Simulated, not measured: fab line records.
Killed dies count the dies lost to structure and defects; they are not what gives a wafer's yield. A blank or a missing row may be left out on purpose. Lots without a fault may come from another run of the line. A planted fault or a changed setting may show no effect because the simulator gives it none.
The tool behind it: which one? | flow gf180mcu | 11 lots with 33 wafers sampled at 3 steps, on a route of 602 steps

WHAT EACH GAUGE READ, for each wafer
GF_V4_THK_MEAS_25: measures by xrf.
lot  | measured     | on            | V4_W_THK (nm)
L615 | day 24 14:11 | film_metro-02 | 347 344 339
L617 | day 25 15:32 | film_metro-04 | 350 343 345
L621 | day 26 21:33 | film_metro-03 | 339 338 336
L622 | day 27 07:13 | film_metro-02 | 339 336 336
L623 | day 27 17:37 | film_metro-04 | 334 347 340
L624 | day 28 07:39 | film_metro-02 | 340 333 340
L630 | day 29 23:08 | film_metro-02 | 334 340 337
L631 | day 30 02:12 | film_metro-03 | 341 339 344
L633 | day 30 12:08 | film_metro-02 | 351 348 348
L636 | day 31 04:31 | film_metro-03 | 342 342 343
L637 | day 31 08:55 | film_metro-02 | 337 337 339

WHAT TOOL EACH LOT RAN ON (gives the tool, then ch and the chambers of the sampled wafers, and finally the start)
lot  | GF_V4_ETCH_17                                 | GF_V4_SPUTTER_21
L615 | rie_diel-03 ch 1,2,3, day 24 13:50 or earlier | pvd_sputter-02, day 24 13:50
L617 | rie_diel-01 ch 0,1, day 25 15:13 or earlier   | pvd_sputter-02, day 25 15:13
L621 | rie_diel-01 ch 0,1,3, day 26 21:12 or earlier | pvd_sputter-03, day 26 21:12
L622 | rie_diel-02 ch 0,1,2, day 27 06:53 or earlier | pvd_sputter-02, day 27 06:53
L623 | rie_diel-02 ch 0,3, day 27 17:16 or earlier   | pvd_sputter-04, day 27 17:16
L624 | rie_diel-03 ch 0,1, day 28 07:19 or earlier   | pvd_sputter-04, day 28 07:19
L630 | rie_diel-03 ch 0,1,3, day 29 22:48 or earlier | pvd_sputter-03, day 29 22:48
L631 | rie_diel-02 ch 0,3, day 30 01:52 or earlier   | pvd_sputter-04, day 30 01:52
L633 | rie_diel-01 ch 0,1, day 30 11:49 or earlier   | pvd_sputter-03, day 30 11:49
L636 | rie_diel-01 ch 1,2, day 31 04:10 or earlier   | pvd_sputter-02, day 31 04:10
L637 | rie_diel-02 ch 0,2,3, day 31 08:35 or earlier | pvd_sputter-02, day 31 08:35
- GF_V4_ETCH_17: etches SiO2 in C4F8/O2/Ar, stops on TiN, target depth 630 nm.
- GF_V4_SPUTTER_21: material Ti, target thk 15 nm, time 80.02 s.

AS READ BY THE TOOLS THEMSELVES (means over the sampled wafers that have a number; for cases with no such wafer, the mark the record gives instead)
GF_V4_ETCH_17.
lot  | tool        | bias_w (W) | chamber_pressure_mTorr (mTorr) | oes_product_au (a.u.)
L615 | rie_diel-03 | 1197       | 39.99                          | 0.857
L617 | rie_diel-01 | 1199       | 40.01                          | 0.856
L621 | rie_diel-01 | 1197       | 40.01                          | 0.855
L622 | rie_diel-02 | 1197       | 39.98                          | 0.853
L623 | rie_diel-02 | 1202       | 39.98                          | 0.853
L624 | rie_diel-03 | 1198       | 40.02                          | 0.859
L630 | rie_diel-03 | 1197       | 40.01                          | 0.857
L631 | rie_diel-02 | 1198       | 39.97                          | 0.853
L633 | rie_diel-01 | 1201       | 40.02                          | 0.855
L636 | rie_diel-01 | 1198       | 40.06                          | 0.855
L637 | rie_diel-02 | 1203       | 40.01                          | 0.854

GF_V4_SPUTTER_21.
lot  | tool           | chamber_pressure_pa (Pa) | throttle_valve_pct (%)
L615 | pvd_sputter-02 | 4.998                    | 30.3
L617 | pvd_sputter-02 | 4.997                    | 29.6
L621 | pvd_sputter-03 | 5.000                    | 30.7
L622 | pvd_sputter-02 | 4.994                    | 30.1
L623 | pvd_sputter-04 | 5.001                    | 30.5
L624 | pvd_sputter-04 | 5.003                    | 30.9
L630 | pvd_sputter-03 | 4.998                    | 31.1
L631 | pvd_sputter-04 | 5.003                    | 30.8
L633 | pvd_sputter-03 | 5.007                    | 31.2
L636 | pvd_sputter-02 | 5.002                    | 30.5
L637 | pvd_sputter-02 | 4.999                    | 30.7

THE ANSWER, worked out from the rows above alone
Rule: usual is defined by the lots themselves. The widest of any qualifying gaps counts: lots, ordered by their means at a reading, are off when they make up no more than a third of the lots, leave a main group of 4 or more, and stand apart from it by 3 or more times the standard deviation of that group's means. The tables above print the reading to a certain number of digits; a main group whose means all agree to those digits is not used. A lot without any number at a reading at which 4 lots or more have one is off too. Any other lot the step has rows for is counted as sound. After the gauges, taken in route order, come the tools' own readings; for these a lot's mean is taken, as printed above. At the first step where some lot is off, the reading lying furthest off is the one used; lots without a number count as furthest.
No lot is off on any of the readings shown, so nothing can be concluded from this.

WHAT WAS PUT IN BY THE SIMULATOR
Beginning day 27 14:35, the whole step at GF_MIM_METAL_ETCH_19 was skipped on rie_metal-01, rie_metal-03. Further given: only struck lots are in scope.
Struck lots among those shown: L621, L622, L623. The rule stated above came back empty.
